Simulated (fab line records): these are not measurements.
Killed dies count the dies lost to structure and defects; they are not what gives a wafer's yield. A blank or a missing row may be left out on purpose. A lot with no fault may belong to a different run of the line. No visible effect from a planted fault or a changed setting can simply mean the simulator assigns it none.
A struck lot beside a sound one | flow sfq-line | 42 out of 325 route steps
Sound: wafers L230.1, L230.2, L230.4. Struck: wafer L241.4 (L241.2, L241.3, from the same lot, were not struck and are left out); the cause is given at the end.
At each step with rows: each side's tool, then ch and its chambers, then its first start. Under that, the readings that differ: sound wafers | struck wafers | difference of the means | sigmas: that difference in standard deviations of wafers without a fault.
alike: same words and numbers on both sides, and readings whose means sit less than 2 such deviations apart. not compared: any withheld reading, any reading some wafer has no value for, any bound like >300 that may hide the same value, and any number with overlapping values for which the record gives no deviation.
A row with sigmas, a row that says differs or no value, or rows on one side alone: a step with any of these is where the two part. Numbers that have no deviation but don't overlap get no sigmas and don't part them. Lack of a reading on every wafer of one side parts them only where that side has two or more wafers.

first, 6 steps without rows for these wafers: SFQ_TRILAYER_L0_VIA_LITHO_COAT_018 (resist thk 62 nm); SFQ_TRILAYER_L0_VIA_LITHO_COAT_013 (resist thk 650 nm); SFQ_TRILAYER_L0_VIA_LITHO_SOFTBAKE_017; SFQ_TRILAYER_L0_VIA_LITHO_EXPOSE_014 (exposes mask L0V, target cd 700 nm); SFQ_TRILAYER_L0_VIA_LITHO_PEB_016 (peb time 60 s); SFQ_TRILAYER_L0_VIA_LITHO_DEVELOP_015 (time 60 s).
SFQ_L0V_OVL_MEAS_903:
  sound on overlay-02, day 9 02:11; struck on overlay-02, day 12 19:00
  alike: L0V_OVL
then, 1 step without rows for these wafers: SFQ_TRILAYER_L0_VIA_BARC_OPEN_VIA_ETCH_021 (etches BARC in O2, target depth 125 nm, time 41.7 s).
SFQ_TRILAYER_L0_VIA_ETCH_VIA_ETCH_016: etches SiO2 in CHF3, stops on MoNx KI, target depth 80 nm.
  sound on rie-diel-01 ch 0,2,3, day 9 02:16; struck on rie-diel-02 ch 0, day 12 19:04
  alike: drypump-motor-current-A, oes-product-au
then, 3 steps without rows for these wafers: SFQ_TRILAYER_L0_VIA_STRIP_STRIP_017 (strips in O2); SFQ_TRILAYER_L0_VIA_STRIP_SOLV_CLEAN_018 (cleans in NMP, time 600 s); SFQ_TRILAYER_M0_DEP_PRE_CLEAN_020 (time 15 s).
SFQ_TRILAYER_M0_DEP_SPUTTER_019: material Nb, target thk 200 nm, time 133.3 s.
  sound on pvd-sputter-06, day 9 03:43; struck on pvd-sputter-05, day 12 19:55
  reading                                             | sound             | struck | difference | sigmas
  model.Nb_of_TRILAYER_M0_DEP_SPUTTER_019.thk-nm (nm) | 201.3 198.1 201.5 | 166.4  | -33.9      |
  alike: cathode-dc-power-W, substrate-temp-c, throttle-valve-pct
SFQ_M0_RS_MEAS_904: measurement is done with a four-point probe.
  sound on film-metro-01, day 9 03:49; struck on film-metro-04, day 12 20:02
  reading           | sound             | struck | difference | sigmas
  M0_NB_RS (ohm/sq) | 0.886 0.900 0.883 | 1.074  | +0.184     | +21
then, 6 steps without rows for these wafers: SFQ_TRILAYER_M0_LITHO_COAT_026 (resist thk 62 nm); SFQ_TRILAYER_M0_LITHO_COAT_021 (resist thk 600 nm); SFQ_TRILAYER_M0_LITHO_SOFTBAKE_025; SFQ_TRILAYER_M0_LITHO_EXPOSE_022 (exposes mask M0, target cd 500 nm); SFQ_TRILAYER_M0_LITHO_PEB_024 (peb time 60 s); SFQ_TRILAYER_M0_LITHO_DEVELOP_023 (time 60 s).
-- the record jumps here: 5 days lie between the struck wafers' starts before and after --
SFQ_M0_OVL_MEAS_906:
  sound on overlay-01, day 13 17:47; struck on overlay-02, day 17 22:23
  alike: M0_OVL
then, 1 step without rows for these wafers: SFQ_TRILAYER_M0_BARC_OPEN_METAL_ETCH_031 (etches BARC in O2, target depth 125 nm, time 41.7 s).
SFQ_TRILAYER_M0_ETCH_METAL_ETCH_024: etches Nb in Cl2/Ar, stops on SiO2, target depth 240 nm, time 120 s.
  sound on rie-metal-03 ch 0,1, day 13 17:53; struck on rie-metal-01 ch 0, day 17 22:29
  reading               | sound             | struck | difference | sigmas
  oes-product-au (a.u.) | 0.898 0.886 0.903 | 0.813  | -0.083     | -12
  alike: drypump-motor-current-A
  not compared: rf-hours-counter-h
then, 2 steps without rows for these wafers: SFQ_TRILAYER_M0_STRIP_STRIP_025 (strips in O2); SFQ_TRILAYER_M0_STRIP_SOLV_CLEAN_026 (cleans in NMP, time 600 s).
SFQ_TRILAYER_I0_DEP_PECVD_027: deposits SiO2 from SiH4/N2O, time 111.11 s, target thk 500 nm.
  sound on pecvd-02 ch 0,1,2, day 13 18:47; struck on pecvd-01 ch 2, day 17 23:23
  alike: heater-power-w, susceptor-temp-C, throttle-valve-pct
SFQ_TRILAYER_I0_CMP_CMP_028: polishes SiO2.
  sound on cmp-02 ch 1,2,3, day 14 02:02; struck on cmp-02 ch 3, day 18 01:34
  alike: motor-current-A, time-to-endpoint-s
SFQ_I0_BOW_MEAS_907:
  sound on film-metro-04, day 14 05:02; struck on film-metro-02, day 18 04:35
  alike: I0_BOW
SFQ_TRILAYER_I0_METRO_MEASURE_029:
  sound on film-metro-04, day 14 05:09; struck on film-metro-02, day 18 04:53
  alike: thk-nm
then, 6 steps without rows for these wafers: SFQ_TRILAYER_I0_VIA_LITHO_COAT_036 (resist thk 62 nm); SFQ_TRILAYER_I0_VIA_LITHO_COAT_031 (resist thk 650 nm); SFQ_TRILAYER_I0_VIA_LITHO_SOFTBAKE_035; SFQ_TRILAYER_I0_VIA_LITHO_EXPOSE_032 (exposes mask I0, target cd 500 nm); SFQ_TRILAYER_I0_VIA_LITHO_PEB_034 (peb time 60 s); SFQ_TRILAYER_I0_VIA_LITHO_DEVELOP_033 (time 60 s).
-- the record jumps here: 6 days lie between the struck wafers' starts before and after --
SFQ_I0_OVL_MEAS_908:
  sound on overlay-02, day 19 18:55; struck on overlay-01, day 24 14:11
  alike: I0_OVL
then, 2 steps without rows for these wafers: SFQ_TRILAYER_I0_VIA_BARC_OPEN_VIA_ETCH_046 (etches BARC in O2, target depth 125 nm, time 41.7 s); SFQ_TRILAYER_I0_VIA_ETCH_VIA_ETCH_034 (etches SiO2 in CHF3, stops on Nb, target depth 260 nm).
SFQ_TRILAYER_I0_VIA_STRIP_STRIP_035: strips in O2.
  sound on rie-metal-04 ch 0, day 19 19:06; struck on rie-metal-02 ch 1, day 24 14:22
  reading                     | sound       | struck | difference | sigmas
  drypump-motor-current-A (A) | 6.5 6.5 6.5 | 5.6    | -0.9       | -3
  alike: oes-product-au
  not compared: rf-hours-counter-h
then, 2 steps without rows for these wafers: SFQ_TRILAYER_I0_VIA_STRIP_SOLV_CLEAN_036 (cleans in NMP, time 600 s); SFQ_TRILAYER_M1_DEP_PRE_CLEAN_038 (time 22.5 s).
-- the record jumps here: 67 days lie between the struck wafers' starts before and after --
SFQ_M8_BOW_MEAS_951:
  sound on film-metro-01, day 89 17:48; struck on film-metro-01, day 91 17:32
  reading                 | sound                | struck | difference | sigmas
  model.etest.m0.ohm-um   | 1.763 1.788 1.762    | 2.139  | +0.368     |
  model.etest.i0.link-ohm | 1.96 1.978 1.963     | 2.13   | +0.16      |
  model.etest.m0.ohm-sq   | 0.8834 0.8975 0.8827 | 1.069  | +0.181     |
  alike: M8_BOW

## WHERE THEY PART
Earliest at SFQ_M0_RS_MEAS_904; latest, in this record, at SFQ_TRILAYER_I0_VIA_STRIP_STRIP_035. Later steps at which nothing parts them and some readings are alike: SFQ_M8_BOW_MEAS_951.

WHY: what the simulator had put in
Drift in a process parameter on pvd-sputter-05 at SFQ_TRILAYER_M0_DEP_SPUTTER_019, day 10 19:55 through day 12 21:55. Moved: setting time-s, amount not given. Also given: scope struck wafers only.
